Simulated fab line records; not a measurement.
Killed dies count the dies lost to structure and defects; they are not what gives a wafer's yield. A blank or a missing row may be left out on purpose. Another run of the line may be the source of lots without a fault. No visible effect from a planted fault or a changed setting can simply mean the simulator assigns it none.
The same fault as seen by 2 desks :: flow sky130 :: each desk holds nothing but its own numbers, with what lay behind them at the end

== TOOL OWNER'S DESK, implanter-02 ==
The tool's own readings at SKY_NWELL_IMPLANT_13, given as means over the sampled wafers that have a number, one for each lot that went through this tool. If a lot's mean is further than 4 standard deviations from the usual mean, the lot is out of limits and carries the mark OUT (the distance appears in the brackets).
Columns: A = doseIonsCm2 at SKY_NWELL_IMPLANT_13, usual 7.001e+11; B = faradayCurrentUA at SKY_NWELL_IMPLANT_13, usual 3.94
lot: L268
first seen here: day 5 21:02
A: 6.998e+11
B: 3.90

lot: L276
first seen here: day 7 14:58
A: 6.947e+10 (-99 or more) OUT
B: 0.40 (-46) OUT

lot: L277
first seen here: day 7 22:01
A: 6.937e+10 (-99 or more) OUT
B: 0.39 (-46) OUT
This desk's finding: out of limits on L276, L277; first on L276, day 7 14:58 (doseIonsCm2 at SKY_NWELL_IMPLANT_13). L268 stayed within limits.

== THE METROLOGY DESK ==
Means of the sampled wafers that have a number, per lot and without regard to the tool the lot ran on: this is what the gauges read. If a lot's mean is further than 4 standard deviations from the usual mean, the lot is out of limits and carries the mark OUT (the distance appears in the brackets).
Columns: A = NWELL_RS at SKY_NWELL_RS_MEAS_29, usual 625.3 ohm/sq
lot: L263
first seen here: day 5 09:08
A: 625.2

lot: L265
first seen here: day 5 21:46
A: 624.8

lot: L268
first seen here: day 6 16:15
A: 627.1

lot: L269
first seen here: day 6 16:38
A: 626.0

lot: L272
first seen here: day 7 14:05
A: 625.1

lot: L276
first seen here: day 8 12:14
A: 645.8 (+11) OUT

lot: L277
first seen here: day 8 19:09
A: 650.1 (+13) OUT

lot: L279
first seen here: day 9 16:43
A: 627.1

lot: L280
first seen here: day 9 20:04
A: 624.8

lot: L281
first seen here: day 9 21:08
A: 622.3

lot: L282
first seen here: day 10 03:02
A: 624.6

lot: L283
first seen here: day 10 07:37
A: 627.2

lot: L284
first seen here: day 10 15:22
A: 629.5

lot: L286
first seen here: day 11 06:58
A: 624.9
This desk's result: L276, L277 out of limits, first on L276 (NWELL_RS at SKY_NWELL_RS_MEAS_29), day 8 12:14. L263, L265, L268, L269, L272, L279, L280, L281, L282, L283, L284, L286 stayed within limits.

== ALL TOGETHER ==
An alarm could have come from the tool owner's desk at day 7 14:58, on L276, L277.
On L276, L277, the metrology desk was in a position to raise an alarm at day 8 12:14.
SKY_NWELL_IMPLANT_13 was run on implanter-02 by each of the lots named.

== WHAT THE SIMULATOR HAD PUT IN ==
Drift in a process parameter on implanter-02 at SKY_NWELL_IMPLANT_13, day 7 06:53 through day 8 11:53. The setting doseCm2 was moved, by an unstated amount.
Shown lots that were struck: L276, L277.
Delay (hours) between the fault's onset and each desk's first out-of-limits reading: 8 at the tool owner's desk, 29 at the metrology desk.
